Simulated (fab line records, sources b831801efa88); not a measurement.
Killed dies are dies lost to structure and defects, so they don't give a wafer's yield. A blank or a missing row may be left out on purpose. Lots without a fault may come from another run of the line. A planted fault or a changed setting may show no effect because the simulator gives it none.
fab line records | flow gf180mcu
record lots=5 wafers=15 last_day=34
route steps=602 shown MVPSD@89 VT_IMPLANT@90
lots that met no fault: from a run of the same line without faults
start_h: hours from the record's first day to the start of the lot's first wafer shown | wait_h: hours since the lot's step before | " the same as in the row above | L1.1+2: a row that stands for several wafers | - no value, or no start given | * or withheld: withheld | < > ~ a bound
route shown NAME@n: a module of which the file shows steps, and the number in the route of the first | usual: mean/standard deviation of fault-free wafers | same: alike in all rows | chamber/n: place in a boat | sites: the reading at each site | _std_site: their standard deviation | _edge_site: outer sites' mean less inner sites' | radius_mm: how far each site lies from the wafer's centre | mask NAME#n: copy n | behind: the tool/chamber that last shaped the wafer | hold: why the lot was held/for how many hours/how that ended | device: the transistor (n, p or np) that didn't switch | end of line: the same wafers' tests at the end of the route | a step without rows: its recipe alone | killed: dies lost to structure and defects at the first sort, not the wafer's yield | map: a wafer's dies, x killed, . not, _ none there
set.NAME: the setting as run; set.NAME@STEP: as run at that earlier step | model.NAME: the simulator's own value behind a step, which no gauge read
lots at some steps of the route; a table a step, a row a wafer
services: from which hour (start_h, from the record's first day; less than 0 if before it) a tool's chamber was out of use, for how many hours, and why
## steps
# step GF_MVPSD_TW_MEAS_11
# usual MVPSD_TW=551/6.8
# columns lot.wafer tool chamber start_h wait_h MVPSD_TW
L078.1 film_metro-04 - 120.94 0.1 553
L078.4 " - " " 557
L078.6 " - " " 557
L083.1 film_metro-04 - 153.48 0.1 555
L083.3 " - " " 551
L083.5 " - " " 551
L089.1 film_metro-03 - 188.49 0.1 539
L089.4 " - " " 541
L089.5 " - " " 544
L095.1 film_metro-01 - 225.58 0.1 558
L095.3 " - " " 554
L095.4 " - " " 559
L096.1 film_metro-04 - 232.62 0.1 550
L096.4 " - " " 554
L096.6 " - " " 551
# step GF_VT_IMPLANT_DEHYDRATE_00
# recipe temp_c=200 time_s=60
# columns lot.wafer tool chamber start_h wait_h
L078.1+4+6 litho_track-04 0 127.65 6.7
L083.1+3+5 litho_track-03 0 160.52 7.0
L089.1+4+5 litho_track-02 0 195.99 7.5
L095.1+3+4 litho_track-02 0 233.84 8.2
L096.1+4+6 litho_track-02 0 241.19 8.6
# step GF_VT_IMPLANT_HMDS_01
# recipe prime_time_s=60 prime_temp_c=120
# columns lot.wafer tool chamber start_h wait_h
L078.1+4+6 litho_track-04 0 127.80 0.1
L083.1+3+5 litho_track-03 0 160.67 0.1
L089.1+4+5 litho_track-02 0 196.14 0.1
L095.1+3+4 litho_track-02 0 233.99 0.1
L096.1+4+6 litho_track-02 0 241.34 0.1
# step GF_VT_IMPLANT_COAT_02
# recipe resist=NOVOLAK spin_rpm=3000 resist_thk_nm=1000
# columns lot.wafer tool chamber start_h wait_h
L078.1+4+6 litho_track-04 0 127.95 0.1
L083.1+3+5 litho_track-03 0 160.82 0.1
L089.1+4+5 litho_track-02 0 196.29 0.1
L095.1+3+4 litho_track-02 0 234.14 0.1
L096.1+4+6 litho_track-02 0 241.49 0.1
# step GF_VT_IMPLANT_SOFTBAKE_03
# recipe temp_c=90 time_s=60 resist=NOVOLAK
# columns lot.wafer tool chamber start_h wait_h
L078.1+4+6 litho_track-04 0 128.10 0.1
L083.1+3+5 litho_track-03 0 160.97 0.1
L089.1+4+5 litho_track-02 0 196.44 0.1
L095.1+3+4 litho_track-02 0 234.29 0.1
L096.1+4+6 litho_track-02 0 241.64 0.1
# step GF_VT_IMPLANT_EXPOSE_04
# recipe mask_id=LVPWELL_LV_AREA target_cd_nm=600 na=0.6 source_shape=conventional sigma_outer=0.6 dose_mj=140
# columns lot.wafer tool chamber start_h wait_h mask
L078.1+4+6 iline_stepper-01 0 - - LVPWELL_LV_AREA#0
L083.1+3+5 iline_stepper-01 0 - - LVPWELL_LV_AREA#0
L089.1+4+5 iline_stepper-02 0 - - LVPWELL_LV_AREA#0
L095.1+3+4 iline_stepper-02 0 - - LVPWELL_LV_AREA#0
L096.1+4+6 iline_stepper-02 0 - - LVPWELL_LV_AREA#0
# step GF_VT_IMPLANT_PEB_05
# recipe temp_c=withheld time_s=* resist=NOVOLAK
# columns lot.wafer tool chamber start_h wait_h
L078.1+4+6 litho_track-03 0 - -
L083.1+3+5 litho_track-04 0 - -
L089.1+4+5 litho_track-03 0 - -
L095.1+3+4 litho_track-04 0 - -
L096.1+4+6 litho_track-02 0 - -
# step GF_VT_IMPLANT_DEVELOP_06
# recipe develop_time_s=60 dev_temp_c=23
# columns lot.wafer tool chamber start_h wait_h
L078.1+4+6 litho_track-03 0 134.87 0.1
L083.1+3+5 litho_track-04 0 169.05 0.1
L089.1+4+5 litho_track-03 0 205.37 0.1
L095.1+3+4 litho_track-04 0 243.70 0.1
L096.1+4+6 litho_track-02 0 250.84 0.1
# step GF_VT_IMPLANT_OVL_MEAS_07
# usual VT_IMPLANT_OVL=-0.8/1.2
# columns lot.wafer tool chamber start_h wait_h VT_IMPLANT_OVL[nm]
L078.1 overlay-02 - 135.02 0.1 0.7
L078.4 " - " " -0.1
L078.6 " - " " -0.9
L083.1 overlay-01 - 169.20 0.1 -0.7
L083.3 " - " " 0.1
L083.5 " - " " -1.0
L089.1 overlay-02 - 205.52 0.1 0.7
L089.4 " - " " 0.5
L089.5 " - " " -1.1
L095.1 overlay-02 - 243.85 0.1 0.2
L095.3 " - " " 2.4
L095.4 " - " " -1.0
L096.1 overlay-01 - 250.99 0.1 -1.2
L096.4 " - " " -1.4
L096.6 " - " " -0.4
# step GF_VT_IMPLANT_IMPLANT_08
# recipe species=BF2 energy_kev=20 dose_cm2=7.915e+12 tilt_deg=7
# usual beam_energy_keV=19.999/0.0056 end_station_pressure_torr=5.05e-06/2.6e-07
# columns lot.wafer tool chamber start_h wait_h beam_energy_keV end_station_pressure_torr
L078.1 implanter-04 0 135.06 0.0 19.995 5.4e-06
L078.4 " 0 " " 19.997 4.6e-06
L078.6 " 0 " " 20.000 5.13e-06
L083.1 implanter-03 0 169.23 0.0 20.004 4.91e-06
L083.3 " 0 " " 19.998 5.19e-06
L083.5 " 0 " " 19.998 4.85e-06
L089.1 implanter-02 0 205.56 0.0 20.004 4.72e-06
L089.4 " 0 " " 19.990 4.99e-06
L089.5 " 0 " " 19.990 5.27e-06
L095.1 implanter-04 0 243.88 0.0 20.002 5.16e-06
L095.3 " 0 " " 20.000 5.27e-06
L095.4 " 0 " " 20.001 4.93e-06
L096.1 implanter-03 0 251.03 0.0 19.997 5.2e-06
L096.4 " 0 " " 19.991 5.13e-06
L096.6 " 0 " " 19.992 5.12e-06
# step GF_VT_IMPLANT_STRIP_09
# recipe chemistry=O2/N2 power_w=1400 pressure_mtorr=1500 platen_temp_c=250 o2_flow_sccm=3000 n2_flow_sccm=300 overash_fraction=0.5
# usual drypump_motor_current_A=5.6/0.34 heater_power_w=330/51 oes_product_au=0.716/0.005 platen_temp_c=250.00/0.17 strip_time_to_endpoint_s=12.63/0.035
# columns lot.wafer tool chamber start_h wait_h drypump_motor_current_A heater_power_w oes_product_au platen_temp_c rf_hours_counter_h strip_time_to_endpoint_s
L078.1 plasma_asher-03 0 135.21 0.1 5.4 355 0.719 249.69 50 12.64
L078.4 " 1 " " 5.2 337 0.719 249.92 - 12.59
L078.6 " 1 " " 5.2 328 0.719 250.28 - 12.64
L083.1 plasma_asher-04 1 169.38 0.1 6.1 299 0.716 249.94 39 12.60
L083.3 " 0 " " 5.5 307 0.722 250.20 - 12.61
L083.5 " 0 " " 5.5 309 0.711 250.11 - 12.60
L089.1 plasma_asher-04 0 205.71 0.1 5.5 304 0.726 250.12 43 12.66
L089.4 " 1 " " 6.1 293 0.710 249.64 - 12.67
L089.5 " 0 " " 5.5 312 0.709 249.78 - 12.68
L095.1 plasma_asher-04 1 244.03 0.1 6.2 292 0.720 249.85 46 12.53
L095.3 " 0 " " 5.5 304 0.717 249.89 - 12.56
L095.4 " 1 " " 6.1 293 0.721 249.88 - 12.60
L096.1 plasma_asher-04 0 251.18 0.1 5.5 313 0.708 249.87 47 12.67
L096.4 " 0 " " 5.5 301 0.710 249.88 - 12.67
L096.6 " 1 " " 6.2 292 0.723 250.15 - 12.69
# step GF_VT_IMPLANT_TW_MEAS_10
# usual VT_IMPLANT_TW=558/8.1
# columns lot.wafer tool chamber start_h wait_h VT_IMPLANT_TW
L078.1 film_metro-02 - 135.31 0.1 564
L078.4 " - " " 568
L078.6 " - " " 566
L083.1 film_metro-01 - 169.48 0.1 556
L083.3 " - " " 555
L083.5 " - " " 559
L089.1 film_metro-03 - 205.81 0.1 544
L089.4 " - " " 545
L089.5 " - " " 546
L095.1 film_metro-01 - 244.13 0.1 565
L095.3 " - " " 566
L095.4 " - " " 562
L096.1 film_metro-01 - 251.28 0.1 564
L096.4 " - " " 565
L096.6 " - " " 567
# step GF_VT_IMPLANT_DEHYDRATE_11
# recipe temp_c=200 time_s=60
# columns lot.wafer tool chamber start_h wait_h
L078.1+4+6 litho_track-02 0 141.94 6.6
L083.1+3+5 litho_track-04 0 176.45 7.0
L089.1+4+5 litho_track-03 0 213.92 8.1
L095.1+3+4 litho_track-02 0 252.89 8.7
L096.1+4+6 litho_track-04 0 260.05 8.8
# step GF_VT_IMPLANT_HMDS_12
# recipe prime_time_s=60 prime_temp_c=120
# columns lot.wafer tool chamber start_h wait_h
L078.1+4+6 litho_track-02 0 142.09 0.1
L083.1+3+5 litho_track-04 0 176.60 0.1
L089.1+4+5 litho_track-03 0 214.07 0.1
L095.1+3+4 litho_track-02 0 253.04 0.1
L096.1+4+6 litho_track-04 0 260.20 0.1
# step GF_VT_IMPLANT_COAT_13
# recipe resist=NOVOLAK spin_rpm=3000 resist_thk_nm=1000
# columns lot.wafer tool chamber start_h wait_h
L078.1+4+6 litho_track-02 0 142.24 0.1
L083.1+3+5 litho_track-04 0 176.75 0.1
L089.1+4+5 litho_track-03 0 214.22 0.1
L095.1+3+4 litho_track-02 0 253.19 0.1
L096.1+4+6 litho_track-04 0 260.35 0.1
# step GF_VT_IMPLANT_SOFTBAKE_14
# recipe temp_c=90 time_s=60 resist=NOVOLAK
# columns lot.wafer tool chamber start_h wait_h
L078.1+4+6 litho_track-02 0 142.39 0.1
L083.1+3+5 litho_track-04 0 176.90 0.1
L089.1+4+5 litho_track-03 0 214.37 0.1
L095.1+3+4 litho_track-02 0 253.34 0.1
L096.1+4+6 litho_track-04 0 260.50 0.1
# step GF_VT_IMPLANT_EXPOSE_15
# recipe mask_id=Nwell_LV_AREA target_cd_nm=860 na=0.6 source_shape=conventional sigma_outer=0.6 dose_mj=140
# columns lot.wafer tool chamber start_h wait_h mask
L078.1+4+6 iline_stepper-02 0 - - Nwell_LV_AREA#0
L083.1+3+5 iline_stepper-02 0 - - Nwell_LV_AREA#0
L089.1+4+5 iline_stepper-02 0 - - Nwell_LV_AREA#0
L095.1+3+4 iline_stepper-01 0 - - Nwell_LV_AREA#0
L096.1+4+6 iline_stepper-01 0 - - Nwell_LV_AREA#0
# step GF_VT_IMPLANT_PEB_16
# recipe temp_c=withheld time_s=* resist=NOVOLAK
# columns lot.wafer tool chamber start_h wait_h
L078.1+4+6 litho_track-04 0 - -
L083.1+3+5 litho_track-04 0 - -
L089.1+4+5 litho_track-03 0 - -
L095.1+3+4 litho_track-03 0 - -
L096.1+4+6 litho_track-04 0 - -
# step GF_VT_IMPLANT_DEVELOP_17
# recipe develop_time_s=60 dev_temp_c=23
# columns lot.wafer tool chamber start_h wait_h
L078.1+4+6 litho_track-04 0 149.85 0.1
L083.1+3+5 litho_track-04 0 185.20 0.1
L089.1+4+5 litho_track-03 0 223.17 0.1
L095.1+3+4 litho_track-03 0 263.32 0.1
L096.1+4+6 litho_track-04 0 269.65 0.1
# step GF_VT_IMPLANT_OVL_MEAS_18
# usual VT_IMPLANT_01_OVL=0.4/1.1
# columns lot.wafer tool chamber start_h wait_h VT_IMPLANT_01_OVL[nm]
L078.1 overlay-01 - 150.00 0.1 0.7
L078.4 " - " " 0.5
L078.6 " - " " 1.7
L083.1 overlay-02 - 185.35 0.1 -0.1
L083.3 " - " " -0.2
L083.5 " - " " -0.2
L089.1 overlay-01 - 223.32 0.1 1.0
L089.4 " - " " 0.6
L089.5 " - " " 0.3
L095.1 overlay-01 - 263.47 0.1 1.5
L095.3 " - " " 3.2
L095.4 " - " " 1.9
L096.1 overlay-01 - 269.80 0.1 2.0
L096.4 " - " " 0.3
L096.6 " - " " 0.8
# step GF_VT_IMPLANT_IMPLANT_19
# recipe species=As energy_kev=100 dose_cm2=4.35e+12 tilt_deg=7
# usual beam_energy_keV=100.00/0.034 end_station_pressure_torr=4.99e-06/2.6e-07
# columns lot.wafer tool chamber start_h wait_h beam_energy_keV end_station_pressure_torr
L078.1 implanter-04 0 150.03 0.0 100.00 4.73e-06
L078.4 " 0 " " 99.99 5.21e-06
L078.6 " 0 " " 100.00 4.36e-06
L083.1 implanter-03 0 185.38 0.0 100.00 5.06e-06
L083.3 " 0 " " 100.00 4.78e-06
L083.5 " 0 " " 99.99 4.58e-06
L089.1 implanter-04 0 223.36 0.0 99.97 5.1e-06
L089.4 " 0 " " 99.96 4.68e-06
L089.5 " 0 " " 99.95 5.18e-06
L095.1 implanter-02 0 263.51 0.0 99.98 5.36e-06
L095.3 " 0 " " 99.94 5.39e-06
L095.4 " 0 " " 99.99 5.06e-06
L096.1 implanter-02 0 269.83 0.0 100.01 5.19e-06
L096.4 " 0 " " 100.07 4.64e-06
L096.6 " 0 " " 99.97 5.19e-06
# step GF_VT_IMPLANT_STRIP_20
# recipe chemistry=O2/N2 power_w=1400 pressure_mtorr=1500 platen_temp_c=250 o2_flow_sccm=3000 n2_flow_sccm=300 overash_fraction=0.5
# usual drypump_motor_current_A=5.73/0.29 heater_power_w=358/78 oes_product_au=0.716/0.0047 platen_temp_c=250.03/0.19 strip_time_to_endpoint_s=12.63/0.036
# columns lot.wafer tool chamber start_h wait_h drypump_motor_current_A heater_power_w oes_product_au platen_temp_c rf_hours_counter_h strip_time_to_endpoint_s
L078.1 plasma_asher-04 1 150.18 0.1 6.16 294 0.707 250.21 37 12.63
L078.4 " 1 " " 6.17 298 0.720 250.04 - 12.63
L078.6 " 0 " " 5.53 306 0.721 250.28 - 12.60
L083.1 plasma_asher-01 0 185.53 0.1 5.90 503 0.707 249.97 6 12.56
L083.3 " 1 " " 5.75 335 0.715 249.69 - 12.58
L083.5 " 0 " " 5.91 496 0.710 250.36 - 12.60
L089.1 plasma_asher-01 1 223.51 0.1 5.76 339 0.715 250.27 11 12.64
L089.4 " 0 " " 5.92 503 0.713 250.01 - 12.66
L089.5 " 0 " " 5.92 501 0.711 250.36 - 12.65
L095.1 plasma_asher-01 0 263.66 0.1 5.90 504 0.711 249.96 15 12.71
L095.3 " 0 " " 5.90 510 0.722 250.06 - 12.65
L095.4 " 1 " " 5.75 339 0.714 250.24 - 12.68
L096.1 plasma_asher-03 1 269.98 0.1 5.22 321 0.723 250.32 64 12.61
L096.4 " 0 " " 5.39 355 0.715 249.90 - 12.61
L096.6 " 0 " " 5.43 353 0.711 250.33 - 12.63
# step GF_VT_IMPLANT_TW_MEAS_21
# usual VT_IMPLANT_2_TW=1218/16
# columns lot.wafer tool chamber start_h wait_h VT_IMPLANT_2_TW
L078.1 film_metro-02 - 150.28 0.1 1226
L078.4 " - " " 1218
L078.6 " - " " 1223
L083.1 film_metro-03 - 185.63 0.1 1191
L083.3 " - " " 1189
L083.5 " - " " 1191
L089.1 film_metro-02 - 223.61 0.1 1221
L089.4 " - " " 1224
L089.5 " - " " 1224
L095.1 film_metro-03 - 263.76 0.1 1197
L095.3 " - " " 1201
L095.4 " - " " 1200
L096.1 film_metro-03 - 270.08 0.1 1195
L096.4 " - " " 1190
L096.6 " - " " 1186
# step GF_VT_IMPLANT_DEHYDRATE_22
# recipe temp_c=200 time_s=60
# columns lot.wafer tool chamber start_h wait_h
L078.1+4+6 litho_track-04 0 157.35 7.1
L083.1+3+5 litho_track-02 0 193.39 7.7
L089.1+4+5 litho_track-02 0 232.04 8.4
L095.1+3+4 litho_track-02 0 272.69 8.9
L096.1+4+6 litho_track-02 0 279.54 9.4
# step GF_VT_IMPLANT_HMDS_23
# recipe prime_time_s=60 prime_temp_c=120
# columns lot.wafer tool chamber start_h wait_h
L078.1+4+6 litho_track-04 0 157.50 0.1
L083.1+3+5 litho_track-02 0 193.54 0.1
L089.1+4+5 litho_track-02 0 232.19 0.1
L095.1+3+4 litho_track-02 0 272.84 0.1
L096.1+4+6 litho_track-02 0 279.69 0.1
# step GF_VT_IMPLANT_COAT_24
# recipe resist=NOVOLAK spin_rpm=3000 resist_thk_nm=1000
# columns lot.wafer tool chamber start_h wait_h
L078.1+4+6 litho_track-04 0 157.65 0.1
L083.1+3+5 litho_track-02 0 193.69 0.1
L089.1+4+5 litho_track-02 0 232.34 0.1
L095.1+3+4 litho_track-02 0 272.99 0.1
L096.1+4+6 litho_track-02 0 279.84 0.1
# step GF_VT_IMPLANT_SOFTBAKE_25
# recipe temp_c=90 time_s=60 resist=NOVOLAK
# columns lot.wafer tool chamber start_h wait_h
L078.1+4+6 litho_track-04 0 157.80 0.1
L083.1+3+5 litho_track-02 0 193.84 0.1
L089.1+4+5 litho_track-02 0 232.49 0.1
L095.1+3+4 litho_track-02 0 273.14 0.1
L096.1+4+6 litho_track-02 0 279.99 0.1
# step GF_VT_IMPLANT_EXPOSE_26
# recipe mask_id=LVPWELL_HV_AREA target_cd_nm=860 na=0.6 source_shape=conventional sigma_outer=0.6 dose_mj=140
# columns lot.wafer tool chamber start_h wait_h mask
L078.1+4+6 iline_stepper-01 0 - - LVPWELL_HV_AREA#0
L083.1+3+5 iline_stepper-02 0 - - LVPWELL_HV_AREA#0
L089.1+4+5 iline_stepper-01 0 - - LVPWELL_HV_AREA#0
L095.1+3+4 iline_stepper-01 0 - - LVPWELL_HV_AREA#0
L096.1+4+6 iline_stepper-02 0 - - LVPWELL_HV_AREA#0
# step GF_VT_IMPLANT_PEB_27
# recipe temp_c=withheld time_s=* resist=NOVOLAK
# columns lot.wafer tool chamber start_h wait_h
L078.1+4+6 litho_track-03 0 - -
L083.1+3+5 litho_track-03 0 - -
L089.1+4+5 litho_track-03 0 - -
L095.1+3+4 litho_track-02 0 - -
L096.1+4+6 litho_track-04 0 - -
# step GF_VT_IMPLANT_DEVELOP_28
# recipe develop_time_s=60 dev_temp_c=23
# columns lot.wafer tool chamber start_h wait_h
L078.1+4+6 litho_track-03 0 165.37 0.1
L083.1+3+5 litho_track-03 0 202.17 0.1
L089.1+4+5 litho_track-03 0 241.37 0.1
L095.1+3+4 litho_track-02 0 282.89 0.1
L096.1+4+6 litho_track-04 0 289.60 0.1
# step GF_VT_IMPLANT_OVL_MEAS_29
# usual VT_IMPLANT_02_OVL=-0.6/1.3
# columns lot.wafer tool chamber start_h wait_h VT_IMPLANT_02_OVL[nm]
L078.1 overlay-01 - 165.52 0.1 -3.7
L078.4 " - " " -1.6
L078.6 " - " " -2.3
L083.1 overlay-02 - 202.32 0.1 -0.6
L083.3 " - " " 0.3
L083.5 " - " " 0.0
L089.1 overlay-01 - 241.52 0.1 -2.2
L089.4 " - " " -0.4
L089.5 " - " " -0.2
L095.1 overlay-01 - 283.04 0.1 -0.7
L095.3 " - " " -0.7
L095.4 " - " " -1.0
L096.1 overlay-01 - 289.75 0.1 -1.0
L096.4 " - " " -0.1
L096.6 " - " " 0.5
# step GF_VT_IMPLANT_IMPLANT_30
# recipe species=B energy_kev=25 dose_cm2=2.639e+12 tilt_deg=7
# usual beam_energy_keV=25.000/0.007 end_station_pressure_torr=5.01e-06/3e-07
# columns lot.wafer tool chamber start_h wait_h beam_energy_keV end_station_pressure_torr
L078.1 implanter-03 0 165.56 0.0 25.003 4.9e-06
L078.4 " 0 " " 24.997 4.72e-06
L078.6 " 0 " " 24.998 4.83e-06
L083.1 implanter-04 0 202.36 0.0 25.006 5.64e-06
L083.3 " 0 " " 24.995 5.47e-06
L083.5 " 0 " " 24.993 4.4e-06
L089.1 implanter-02 0 241.56 0.0 25.000 4.85e-06
L089.4 " 0 " " 25.000 4.64e-06
L089.5 " 0 " " 25.001 5.56e-06
L095.1 implanter-03 0 283.07 0.0 24.991 5.05e-06
L095.3 " 0 " " 25.008 4.87e-06
L095.4 " 0 " " 24.997 4.46e-06
L096.1 implanter-02 0 289.78 0.0 24.997 4.83e-06
L096.4 " 0 " " 24.996 4.73e-06
L096.6 " 0 " " 25.000 5.04e-06
# step GF_VT_IMPLANT_STRIP_31
# recipe chemistry=O2/N2 power_w=1400 pressure_mtorr=1500 platen_temp_c=250 o2_flow_sccm=3000 n2_flow_sccm=300 overash_fraction=0.5
# usual drypump_motor_current_A=5.71/0.29 heater_power_w=365/78 oes_product_au=0.716/0.0045 platen_temp_c=249.99/0.18 strip_time_to_endpoint_s=12.64/0.036
# columns lot.wafer tool chamber start_h wait_h drypump_motor_current_A heater_power_w oes_product_au platen_temp_c rf_hours_counter_h strip_time_to_endpoint_s
L078.1 plasma_asher-03 0 165.71 0.1 5.39 364 0.713 250.06 53 12.68
L078.4 " 0 " " 5.40 358 0.722 250.26 - 12.66
L078.6 " 1 " " 5.19 326 0.717 249.68 - 12.67
L083.1 plasma_asher-04 1 202.51 0.1 6.16 288 0.718 249.84 42 12.59
L083.3 " 0 " " 5.54 304 0.715 250.24 - 12.60
L083.5 " 1 " " 6.17 291 0.713 250.03 - 12.61
L089.1 plasma_asher-03 1 241.71 0.1 5.22 319 0.711 249.92 61 12.64
L089.4 " 0 " " 5.41 362 0.723 249.93 - 12.63
L089.5 " 1 " " 5.21 328 0.724 249.88 - 12.63
L095.1 plasma_asher-04 1 283.22 0.1 6.11 288 0.720 250.19 50 12.69
L095.3 " 0 " " 5.56 306 0.711 250.09 - 12.71
L095.4 " 1 " " 6.13 282 0.720 250.31 - 12.67
L096.1 plasma_asher-01 0 289.93 0.1 5.93 499 0.713 249.98 18 12.64
L096.4 " 1 " " 5.76 338 0.725 250.20 - 12.68
L096.6 " 0 " " 5.92 506 0.711 250.05 - 12.67
# step GF_VT_IMPLANT_TW_MEAS_32
# usual VT_IMPLANT_3_TW=273/3.3
# columns lot.wafer tool chamber start_h wait_h VT_IMPLANT_3_TW
L078.1 film_metro-01 - 165.81 0.1 272
L078.4 " - " " 274
L078.6 " - " " 274
L083.1 film_metro-01 - 202.61 0.1 274
L083.3 " - " " 274
L083.5 " - " " 273
L089.1 film_metro-03 - 241.81 0.1 269
L089.4 " - " " 269
L089.5 " - " " 268
L095.1 film_metro-01 - 283.32 0.1 275
L095.3 " - " " 275
L095.4 " - " " 274
L096.1 film_metro-01 - 290.20 0.2 274
L096.4 " - " " 273
L096.6 " - " " 274
# step GF_VT_IMPLANT_DEHYDRATE_33
# recipe temp_c=200 time_s=60
# columns lot.wafer tool chamber start_h wait_h
L078.1+4+6 litho_track-02 0 173.24 7.4
L083.1+3+5 litho_track-02 0 210.39 7.8
L089.1+4+5 litho_track-03 0 250.52 8.7
L095.1+3+4 litho_track-02 0 292.44 9.1
L096.1+4+6 litho_track-03 0 299.82 9.6
# step GF_VT_IMPLANT_HMDS_34
# recipe prime_time_s=60 prime_temp_c=120
# columns lot.wafer tool chamber start_h wait_h
L078.1+4+6 litho_track-02 0 173.39 0.1
L083.1+3+5 litho_track-02 0 210.54 0.1
L089.1+4+5 litho_track-03 0 250.67 0.1
L095.1+3+4 litho_track-02 0 292.59 0.1
L096.1+4+6 litho_track-03 0 299.97 0.1
# step GF_VT_IMPLANT_COAT_35
# recipe resist=NOVOLAK spin_rpm=3000 resist_thk_nm=1000
# columns lot.wafer tool chamber start_h wait_h
L078.1+4+6 litho_track-02 0 173.54 0.1
L083.1+3+5 litho_track-02 0 210.69 0.1
L089.1+4+5 litho_track-03 0 250.82 0.1
L095.1+3+4 litho_track-02 0 292.74 0.1
L096.1+4+6 litho_track-03 0 300.12 0.1
# step GF_VT_IMPLANT_SOFTBAKE_36
# recipe temp_c=90 time_s=60 resist=NOVOLAK
# columns lot.wafer tool chamber start_h wait_h
L078.1+4+6 litho_track-02 0 173.69 0.1
L083.1+3+5 litho_track-02 0 210.84 0.1
L089.1+4+5 litho_track-03 0 250.97 0.1
L095.1+3+4 litho_track-02 0 292.89 0.1
L096.1+4+6 litho_track-03 0 300.27 0.1
# step GF_VT_IMPLANT_EXPOSE_37
# recipe mask_id=Nwell_HV_AREA target_cd_nm=860 na=0.6 source_shape=conventional sigma_outer=0.6 dose_mj=140
# columns lot.wafer tool chamber start_h wait_h mask
L078.1+4+6 iline_stepper-02 0 - - Nwell_HV_AREA#0
L083.1+3+5 iline_stepper-01 0 - - Nwell_HV_AREA#0
L089.1+4+5 iline_stepper-01 0 - - Nwell_HV_AREA#0
L095.1+3+4 iline_stepper-01 0 - - Nwell_HV_AREA#0
L096.1+4+6 iline_stepper-02 0 - - Nwell_HV_AREA#0
# step GF_VT_IMPLANT_PEB_38
# recipe temp_c=withheld time_s=* resist=NOVOLAK
# columns lot.wafer tool chamber start_h wait_h
L078.1+4+6 litho_track-04 0 - -
L083.1+3+5 litho_track-04 0 - -
L089.1+4+5 litho_track-04 0 - -
L095.1+3+4 litho_track-03 0 - -
L096.1+4+6 litho_track-03 0 - -
# step GF_VT_IMPLANT_DEVELOP_39
# recipe develop_time_s=60 dev_temp_c=23
# columns lot.wafer tool chamber start_h wait_h
L078.1+4+6 litho_track-04 0 181.80 0.1
L083.1+3+5 litho_track-04 0 219.65 0.1
L089.1+4+5 litho_track-04 0 259.90 0.1
L095.1+3+4 litho_track-03 0 303.02 0.1
L096.1+4+6 litho_track-03 0 310.42 0.1
# step GF_VT_IMPLANT_OVL_MEAS_40
# usual VT_IMPLANT_03_OVL=-0.1/1.3
# columns lot.wafer tool chamber start_h wait_h VT_IMPLANT_03_OVL[nm]
L078.1 overlay-01 - 181.95 0.1 -0.6
L078.4 " - " " -3.0
L078.6 " - " " -2.8
L083.1 overlay-02 - 219.80 0.1 0.0
L083.3 " - " " 0.5
L083.5 " - " " 0.5
L089.1 overlay-02 - 260.05 0.1 1.4
L089.4 " - " " 1.2
L089.5 " - " " 2.7
L095.1 overlay-01 - 303.17 0.1 1.1
L095.3 " - " " 1.3
L095.4 " - " " 0.5
L096.1 overlay-01 - 310.57 0.1 -0.7
L096.4 " - " " -1.1
L096.6 " - " " -1.3
# step GF_VT_IMPLANT_IMPLANT_41
# recipe species=As energy_kev=70 dose_cm2=1.013e+12 tilt_deg=7
# usual beam_energy_keV=69.995/0.022 end_station_pressure_torr=5.01e-06/2.5e-07
# columns lot.wafer tool chamber start_h wait_h beam_energy_keV end_station_pressure_torr
L078.1 implanter-03 0 181.98 0.0 70.007 5.05e-06
L078.4 " 0 " " 70.010 4.96e-06
L078.6 " 0 " " 70.017 5.09e-06
L083.1 implanter-03 0 219.83 0.0 69.960 4.48e-06
L083.3 " 0 " " 69.964 5.47e-06
L083.5 " 0 " " 70.004 5.18e-06
L089.1 implanter-02 0 260.08 0.0 70.010 4.72e-06
L089.4 " 0 " " 69.986 4.84e-06
L089.5 " 0 " " 69.992 5e-06
L095.1 implanter-03 0 303.21 0.0 69.996 5.07e-06
L095.3 " 0 " " 69.988 4.95e-06
L095.4 " 0 " " 70.011 5.16e-06
L096.1 implanter-02 0 310.61 0.0 70.013 5.1e-06
L096.4 " 0 " " 69.994 5.11e-06
L096.6 " 0 " " 69.970 4.57e-06
# step GF_VT_IMPLANT_STRIP_42
# recipe chemistry=O2/N2 power_w=1400 pressure_mtorr=1500 platen_temp_c=250 o2_flow_sccm=3000 n2_flow_sccm=300 overash_fraction=0.5
# usual drypump_motor_current_A=5.7/0.31 heater_power_w=353/71 oes_product_au=0.716/0.0048 platen_temp_c=249.97/0.18 strip_time_to_endpoint_s=12.63/0.035
# columns lot.wafer tool chamber start_h wait_h drypump_motor_current_A heater_power_w oes_product_au platen_temp_c rf_hours_counter_h strip_time_to_endpoint_s
L078.1 plasma_asher-04 0 182.13 0.1 5.5 307 0.725 249.96 40 12.64
L078.4 " 0 " " 5.5 298 0.716 250.30 - 12.69
L078.6 " 0 " " 5.6 298 0.719 249.98 - 12.68
L083.1 plasma_asher-01 1 219.98 0.1 5.7 336 0.726 249.98 10 12.70
L083.3 " 0 " " 5.9 500 0.732 249.91 - 12.67
L083.5 " 0 " " 5.9 491 0.716 250.12 - 12.70
L089.1 plasma_asher-03 1 260.23 0.1 5.2 334 0.722 249.95 63 12.67
L089.4 " 1 " " 5.2 331 0.721 249.78 - 12.65
L089.5 " 1 " " 5.2 333 0.719 249.86 - 12.65
L095.1 plasma_asher-04 1 303.36 0.1 6.2 292 0.722 250.25 52 12.66
L095.3 " 0 " " 5.5 305 0.714 249.87 - 12.61
L095.4 " 1 " " 6.2 292 0.707 250.07 - 12.64
L096.1 plasma_asher-04 0 310.76 0.1 5.5 301 0.713 249.72 53 12.60
L096.4 " 0 " " 5.5 301 0.715 250.05 - 12.61
L096.6 " 0 " " 5.5 300 0.718 249.76 - 12.63
## services
# columns tool chamber start_h hours kind
iline_stepper-02 - 112.72 2.3 repair
plasma_asher-01 - 112.94 9.0 pm
plasma_asher-01 0 112.94 9.0 vent_cycle
plasma_asher-01 1 112.94 9.0 vent_cycle
iline_stepper-01 - 123.79 1.7 pm
iline_stepper-02 - 128.76 1.1 repair
implanter-03 - 140.58 1.6 repair
iline_stepper-02 - 153.17 10.3 repair
iline_stepper-02 - 163.49 1.7 pm
implanter-03 - 164.32 0.9 repair
implanter-02 - 176.31 2.7 repair
iline_stepper-01 - 185.72 18.6 repair
implanter-02 - 189.70 4.1 repair
implanter-03 - 202.23 2.5 repair
plasma_asher-04 - 209.71 1.2 repair
implanter-03 - 214.09 2.9 repair
plasma_asher-04 - 214.94 1.6 repair
iline_stepper-02 - 215.99 1.6 repair
implanter-03 - 237.34 4.1 repair
plasma_asher-03 - 247.01 2.3 repair
iline_stepper-02 - 249.77 6.0 repair
implanter-03 - 295.07 2.5 repair
plasma_asher-01 - 303.10 2.1 repair
plasma_asher-01 - 308.75 2.6 repair
## key
fault none
